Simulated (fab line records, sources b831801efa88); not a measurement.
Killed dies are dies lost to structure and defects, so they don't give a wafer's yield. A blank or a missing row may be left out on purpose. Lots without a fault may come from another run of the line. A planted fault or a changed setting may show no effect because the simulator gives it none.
fab line records | flow sfq_line
record lots=7 wafers=21 last_day=96
route steps=325 shown I5@231 C5@240
lots that met no fault: from a run of the same line without faults
start_h: hours from the record's first day to the start of the lot's first wafer shown | wait_h: hours since the lot's step before | " the same as in the row above | L1.1+2: a row that stands for several wafers | - no value, or no start given | * or withheld: withheld | < > ~ a bound
route shown NAME@n: a module of which the file shows steps, and the number in the route of the first | usual: mean/standard deviation of fault-free wafers | same: alike in all rows | chamber/n: place in a boat | sites: the reading at each site | _std_site: their standard deviation | _edge_site: outer sites' mean less inner sites' | radius_mm: how far each site lies from the wafer's centre | mask NAME#n: copy n | behind: the tool/chamber that last shaped the wafer | hold: why the lot was held/for how many hours/how that ended | device: the transistor (n, p or np) that didn't switch | end of line: the same wafers' tests at the end of the route | a step without rows: its recipe alone | killed: dies lost to structure and defects at the first sort, not the wafer's yield | map: a wafer's dies, x killed, . not, _ none there
set.NAME: the setting as run; set.NAME@STEP: as run at that earlier step | model.NAME: the simulator's own value behind a step, which no gauge read
lots at some steps of the route; a table a step, a row a wafer
services: from which hour (start_h, from the record's first day; less than 0 if before it) a tool's chamber was out of use, for how many hours, and why
## steps
# step SFQ_TRILAYER_I5_LITHO_SOFTBAKE_148
# recipe temp_c=withheld time_s=withheld resist=KrF
# step SFQ_TRILAYER_I5_LITHO_EXPOSE_145
# recipe mask_id=I5 na=0.6 source_shape=conventional sigma_outer=0.65 target_cd_nm=700 dose_mj=21.3
# step SFQ_TRILAYER_I5_LITHO_PEB_147
# recipe peb_temp_c=115 peb_time_s=60 resist=KrF
# step SFQ_TRILAYER_I5_LITHO_DEVELOP_146
# recipe time_s=60 resist=KrF
# step SFQ_I5_OVL_MEAS_936
# usual I5_OVL=1/4.5
# columns lot.wafer tool chamber start_h wait_h I5_OVL[nm]
L256.2 overlay-02 - 1596.74 0.1 9
L256.3 " - " " 6
L256.4 " - " " 6
L258.3 overlay-02 - 1620.84 0.1 3
L258.4 " - " " 10
L258.6 " - " " 9
L259.2 overlay-01 - 1626.84 0.1 0
L259.5 " - " " -1
L259.6 " - " " -1
L260.2 overlay-01 - 1640.04 0.1 7
L260.3 " - " " -2
L260.5 " - " " -3
L265.1 overlay-02 - 1682.43 0.1 6
L265.3 " - " " 5
L265.4 " - " " 9
L275.1 overlay-01 - 1790.09 0.1 5
L275.2 " - " " 1
L275.4 " - " " 7
L277.1 overlay-01 - 1894.22 0.1 -4
L277.2 " - " " 3
L277.3 " - " " 0
# step SFQ_TRILAYER_I5_BARC_OPEN_VIA_ETCH_200
# recipe mask_material=PR chemistry=O2 target_depth_nm=125 target=BARC source_w=500 bias_w=80 pressure_mtorr=30 time_s=41.7
# usual drypump_motor_current_A=5.9/0.4 oes_product_au=0.685/0.0047
# columns lot.wafer tool chamber start_h wait_h drypump_motor_current_A oes_product_au rf_hours_counter_h
L256.2 rie_diel-01 0 1596.77 0.0 5.4 0.677 15
L256.3 " 1 " " 6.0 0.690 9
L256.4 " 2 " " 6.2 0.690 12
L258.3 rie_diel-03 2 1620.87 0.0 6.5 0.685 10
L258.4 " 3 " " 6.3 0.681 17
L258.6 " 1 " " 5.5 0.688 -
L259.2 rie_diel-02 0 1626.87 0.0 6.1 0.675 15
L259.5 " 0 " " 6.1 0.688 -
L259.6 " 3 " " 6.4 0.678 -
L260.2 rie_diel-01 2 1640.07 0.0 6.2 0.686 12
L260.3 " 1 " " 6.0 0.680 10
L260.5 " 3 " " 5.3 0.691 -
L265.1 rie_diel-01 1 1682.46 0.0 6.0 0.683 11
L265.3 " 2 " " 6.2 0.686 13
L265.4 " 0 " " 5.4 0.693 16
L275.1 rie_diel-02 0 1790.13 0.0 6.1 0.679 0
L275.2 " 2 " " 6.3 0.691 15
L275.4 " 1 " " 5.7 0.689 5
L277.1 rie_diel-02 0 1894.26 0.0 6.1 0.694 1
L277.2 " 3 " " 6.4 0.684 19
L277.3 " 2 " " 6.3 0.686 16
# step SFQ_TRILAYER_I5_ETCH_VIA_ETCH_147
# recipe stop_on=Nb mask_material=PR chemistry=CHF3 target_depth_nm=360 source_w=500 bias_w=80 pressure_mtorr=30 time_s=withheld
# usual drypump_motor_current_A=5.9/0.4 oes_product_au=0.990/0.0053
# columns lot.wafer tool chamber start_h wait_h drypump_motor_current_A oes_product_au
L256.2 rie_diel-01 0 1596.81 0.0 5.5 0.993
L256.3 " 1 " " 5.9 0.992
L256.4 " 2 " " 6.1 0.986
L258.3 rie_diel-03 2 1620.91 0.0 6.5 0.994
L258.4 " 3 " " 6.2 0.988
L258.6 " 1 " " 5.5 0.987
L259.2 rie_diel-02 0 1626.91 0.0 6.1 0.989
L259.5 " 0 " " 6.1 0.991
L259.6 " 3 " " 6.3 0.993
L260.2 rie_diel-01 2 1640.11 0.0 6.2 0.997
L260.3 " 1 " " 5.9 0.993
L260.5 " 3 " " 5.3 0.997
L265.1 rie_diel-01 1 1682.50 0.0 6.0 0.997
L265.3 " 2 " " 6.1 0.992
L265.4 " 0 " " 5.4 0.995
L275.1 rie_diel-02 0 1790.17 0.0 6.1 0.985
L275.2 " 2 " " 6.3 0.989
L275.4 " 1 " " 5.7 0.987
L277.1 rie_diel-02 0 1894.30 0.0 6.1 0.991
L277.2 " 3 " " 6.4 0.987
L277.3 " 2 " " 6.3 0.994
# step SFQ_TRILAYER_I5_STRIP_STRIP_148
# recipe gas=O2 power_w=200 platen_temp_c=40 overash_fraction=0.65 chemistry=O2 pressure_mtorr=51.21
# usual drypump_motor_current_A=5.87/0.29 oes_product_au=0.998/0.0087
# columns lot.wafer tool chamber start_h wait_h drypump_motor_current_A oes_product_au rf_hours_counter_h
L256.2 rie_metal-01 0 1596.96 - 5.67 0.998 10
L256.3 " 1 " " 5.85 1.007 -
L256.4 " 0 " " 5.67 0.988 -
L258.3 rie_metal-02 1 1621.26 - 6.01 0.985 -
L258.4 " 0 " " 5.48 0.994 -
L258.6 " 1 " " 6.03 0.995 -
L259.2 rie_metal-03 1 1627.06 - 5.84 0.987 109
L259.5 " 1 " " 5.82 0.992 -
L259.6 " 0 " " 6.34 0.992 -
L260.2 rie_metal-02 0 1640.46 - 5.46 0.991 -
L260.3 " 0 " " 5.48 0.992 -
L260.5 " 0 " " 5.46 0.996 -
L265.1 rie_metal-01 1 1682.65 - 5.85 1.014 62
L265.3 " 1 " " 5.88 1.020 -
L265.4 " 0 " " 5.63 0.996 -
L275.1 rie_metal-01 0 1790.32 - 5.64 0.999 38
L275.2 " 1 " " 5.89 1.008 73
L275.4 " 1 " " 5.90 0.999 -
L277.1 rie_metal-03 0 1894.45 - 6.33 1.003 67
L277.2 " 1 " " 5.83 0.997 13
L277.3 " 1 " " 5.84 0.998 -
# step SFQ_TRILAYER_I5_STRIP_SOLV_CLEAN_149
# recipe chemistry=NMP temp_c=70 time_s=600
# step SFQ_TRILAYER_C5_LITHO_COAT_156
# recipe resist=BARC spin_rpm=3000 resist_thk_nm=62
# step SFQ_TRILAYER_C5_LITHO_COAT_151
# recipe resist=KrF spin_rpm=3000 resist_thk_nm=650
# step SFQ_TRILAYER_C5_LITHO_SOFTBAKE_155
# recipe temp_c=withheld time_s=withheld resist=KrF
# step SFQ_TRILAYER_C5_LITHO_EXPOSE_152
# recipe mask_id=C5 na=0.6 source_shape=conventional sigma_outer=0.65 target_cd_nm=500 dose_mj=21.3
# usual exposure_dose_mJ_cm2=21.301/0.023
# columns lot.wafer tool chamber start_h wait_h mask exposure_dose_mJ_cm2
L256.2 krf_scanner-01 0 1598.69 - C5#0 21.288
L256.3 " 0 " " C5#0 21.331
L256.4 " 0 " " C5#0 21.326
L258.3 krf_scanner-01 0 1623.12 - C5#0 21.276
L258.4 " 0 " " C5#0 21.259
L258.6 " 0 " " C5#0 21.258
L259.2 krf_scanner-01 0 1628.78 - C5#0 22.315
L259.5 " 0 " " C5#0 22.327
L259.6 " 0 " " C5#0 22.314
L260.2 krf_scanner-01 0 1642.94 - C5#0 22.348
L260.3 " 0 " " C5#0 22.334
L260.5 " 0 " " C5#0 22.360
L265.1 krf_scanner-01 0 1687.01 - C5#0 22.337
L265.3 " 0 " " C5#0 22.292
L265.4 " 0 " " C5#0 22.356
L275.1 krf_scanner-02 0 1883.64 - C5#0 21.295
L275.2 " 0 " " C5#0 21.297
L275.4 " 0 " " C5#0 21.325
L277.1 krf_scanner-02 0 1895.97 - C5#0 21.301
L277.2 " 0 " " C5#0 21.258
L277.3 " 0 " " C5#0 21.307
# step SFQ_TRILAYER_C5_LITHO_PEB_154
# recipe peb_temp_c=115 peb_time_s=60 resist=KrF
# step SFQ_TRILAYER_C5_LITHO_DEVELOP_153
# recipe time_s=60 resist=KrF
# step SFQ_C5_OVL_MEAS_937
# usual C5_OVL=0/5.6
# columns lot.wafer tool chamber start_h wait_h C5_OVL[nm]
L256.2 overlay-02 - 1599.99 0.1 0
L256.3 " - " " 1
L256.4 " - " " -1
L258.3 overlay-02 - 1624.23 0.1 12
L258.4 " - " " 3
L258.6 " - " " 1
L259.2 overlay-02 - 1630.09 0.1 -7
L259.5 " - " " -1
L259.6 " - " " -7
L260.2 overlay-02 - 1644.25 0.1 -3
L260.3 " - " " -6
L260.5 " - " " -6
L265.1 overlay-02 - 1688.51 0.1 -8
L265.3 " - " " -1
L265.4 " - " " 5
L275.1 overlay-01 - 1885.14 0.1 0
L275.2 " - " " 1
L275.4 " - " " 6
L277.1 overlay-02 - 1897.47 0.1 8
L277.2 " - " " 3
L277.3 " - " " 4
# step SFQ_TRILAYER_C5_BARC_OPEN_VIA_ETCH_210
# recipe mask_material=PR chemistry=O2 target_depth_nm=125 target=BARC source_w=500 bias_w=80 pressure_mtorr=30 time_s=41.7
# usual drypump_motor_current_A=5.8/0.36 oes_product_au=0.685/0.0047
# columns lot.wafer tool chamber start_h wait_h drypump_motor_current_A oes_product_au rf_hours_counter_h model.C5.cd_nm
L256.2 rie_diel-01 2 1600.02 0.0 6.2 0.681 12 499.8
L256.3 " 0 " " 5.5 0.688 15 500.4
L256.4 " 3 " " 5.3 0.679 17 499.4
L258.3 rie_diel-04 1 1624.26 0.0 5.3 0.686 11 499.4
L258.4 " 0 " " 5.9 0.693 15 500.8
L258.6 " 2 " " 6.2 0.689 - 501.6
L259.2 rie_diel-04 3 1630.12 0.0 5.6 0.692 3 507.2
L259.5 " 2 " " 6.2 0.677 - 508
L259.6 " 3 " " 5.6 0.687 - 507
L260.2 rie_diel-01 1 1644.28 0.0 5.9 0.681 10 506.1
L260.3 " 3 " " 5.3 0.691 18 507.8
L260.5 " 0 " " 5.5 0.688 - 507.2
L265.1 rie_diel-04 2 1688.54 0.0 6.2 0.688 16 507
L265.3 " 0 " " 6.0 0.683 16 505.9
L265.4 " 1 " " 5.3 0.687 12 505.3
L275.1 rie_diel-01 2 1885.18 0.0 6.1 0.690 16 499.7
L275.2 " 1 " " 5.9 0.683 14 498.5
L275.4 " 0 " " 5.4 0.689 20 498.8
L277.1 rie_diel-04 1 1897.51 0.0 5.3 0.682 15 501.2
L277.2 " 2 " " 6.2 0.686 0 501.8
L277.3 " 3 " " 5.6 0.679 8 502
# step SFQ_TRILAYER_C5_ETCH_VIA_ETCH_154
# recipe target=SiO2 mask_material=PR chemistry=CHF3 target_depth_nm=84 source_w=500 bias_w=78.11 pressure_mtorr=30 time_s=withheld stop_on=Nb
# usual drypump_motor_current_A=5.8/0.36 oes_product_au=0.894/0.0076
# columns lot.wafer tool chamber start_h wait_h drypump_motor_current_A oes_product_au model.C5.cd_nm
L256.2 rie_diel-01 2 1600.06 0.0 6.1 0.888 500
L256.3 " 0 " " 5.5 0.882 500.9
L256.4 " 3 " " 5.3 0.892 499.7
L258.3 rie_diel-04 1 1624.30 0.0 5.3 0.892 499.3
L258.4 " 0 " " 6.0 0.894 500.8
L258.6 " 2 " " 6.2 0.900 501.5
L259.2 rie_diel-04 3 1630.16 0.0 5.6 0.890 506.4
L259.5 " 2 " " 6.3 0.897 507.6
L259.6 " 3 " " 5.6 0.911 506.1
L260.2 rie_diel-01 1 1644.32 0.0 5.9 0.882 506.2
L260.3 " 3 " " 5.3 0.883 507.9
L260.5 " 0 " " 5.5 0.900 507.1
L265.1 rie_diel-04 2 1688.58 0.0 6.2 0.893 507.2
L265.3 " 0 " " 6.0 0.879 506.2
L265.4 " 1 " " 5.3 0.899 505.4
L275.1 rie_diel-01 2 1885.22 0.0 6.1 0.900 499.8
L275.2 " 1 " " 5.9 0.889 498.1
L275.4 " 0 " " 5.5 0.898 498.6
L277.1 rie_diel-04 1 1897.55 0.0 5.3 0.893 501.3
L277.2 " 2 " " 6.2 0.892 501.6
L277.3 " 3 " " 5.6 0.890 502
# step SFQ_TRILAYER_C5_STRIP_STRIP_155
# recipe gas=O2 power_w=200 platen_temp_c=40 overash_fraction=0.65 chemistry=O2 pressure_mtorr=50
# usual drypump_motor_current_A=5.77/0.24 oes_product_au=1.000/0.0083
# columns lot.wafer tool chamber start_h wait_h drypump_motor_current_A oes_product_au rf_hours_counter_h
L256.2 rie_metal-01 1 1600.11 - 5.91 1.013 48
L256.3 " 0 " " 5.61 1.006 -
L256.4 " 1 " " 5.90 1.018 -
L258.3 rie_metal-04 0 1624.55 - 5.68 0.993 -
L258.4 " 1 " " 6.34 1.007 -
L258.6 " 1 " " 6.40 1.001 -
L259.2 rie_metal-01 0 1630.21 - 5.62 1.011 16
L259.5 " 1 " " 5.85 1.014 -
L259.6 " 0 " " 5.64 1.001 -
L260.2 rie_metal-04 0 1644.37 - 5.67 1.003 72
L260.3 " 0 " " 5.70 0.991 -
L260.5 " 0 " " 5.68 0.993 -
L265.1 rie_metal-02 1 1688.63 - 5.98 1.003 3
L265.3 " 0 " " 5.45 1.003 -
L265.4 " 1 " " 6.00 0.987 -
L275.1 rie_metal-02 0 1885.27 - 5.48 0.994 72
L275.2 " 1 " " 6.02 1.000 24
L275.4 " 0 " " 5.48 0.990 -
L277.1 rie_metal-01 1 1897.60 - 5.88 1.007 85
L277.2 " 0 " " 5.63 0.997 50
L277.3 " 1 " " 5.86 1.007 -
## services
# columns tool chamber start_h hours kind
rie_diel-04 - 1584.66 0.7 repair
rie_diel-02 - 1594.62 15.6 pm
rie_diel-02 0 1610.46 9.6 repair
rie_diel-01 1 1612.86 8.1 repair
krf_scanner-01 - 1615.61 0.9 repair
rie_diel-04 - 1618.00 2.8 pm
rie_diel-02 2 1623.74 3.5 repair
rie_diel-01 0 1648.34 14.1 repair
rie_diel-01 1 1654.09 6.5 repair
krf_scanner-01 - 1683.33 3.6 pm
rie_diel-02 - 1692.82 0.1 repair
rie_diel-04 3 1715.01 1.3 repair
rie_diel-02 1 1733.08 4.8 repair
rie_metal-01 1 1739.91 20.6 repair
rie_diel-01 3 1743.61 35.9 repair
rie_diel-04 1 1748.40 19.6 repair
rie_diel-01 2 1748.94 3.0 repair
rie_diel-01 1 1750.92 1.6 repair
rie_diel-02 0 1761.41 5.0 repair
rie_diel-04 1 1769.67 5.1 repair
rie_diel-01 2 1774.12 3.0 repair
rie_diel-02 0 1801.58 7.9 repair
rie_diel-02 2 1838.16 2.4 repair
rie_diel-04 0 1869.19 2.8 repair
## key
first_sign step=SFQ_TRILAYER_C5_LITHO_EXPOSE_152 reading=exposure_dose_mJ_cm2 direction=up sigmas=45 usual=21.301 struck=22.331
effect none on later readings
model_effect step=SFQ_TRILAYER_C5_BARC_OPEN_VIA_ETCH_210 value=C5.cd_nm without=499.1 struck=506.8
model_effect step=SFQ_TRILAYER_C5_ETCH_VIA_ETCH_154 value=C5.cd_nm without=498.9 struck=506.7
met_at SFQ_TRILAYER_C5_LITHO_EXPOSE_152
struck_wafers L259.2,L259.5,L259.6,L260.2,L260.3,L260.5,L265.1,L265.3,L265.4
onset_between 1623.12 1628.78
fault kind=process_parameter_drift tool=krf_scanner-01 chamber=- onset_h=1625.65 steps=SFQ_TRILAYER_C5_LITHO_EXPOSE_152 channel=dose_mj offset=1.0515 shape=step acts_in=these_recipes_only stated=21.3
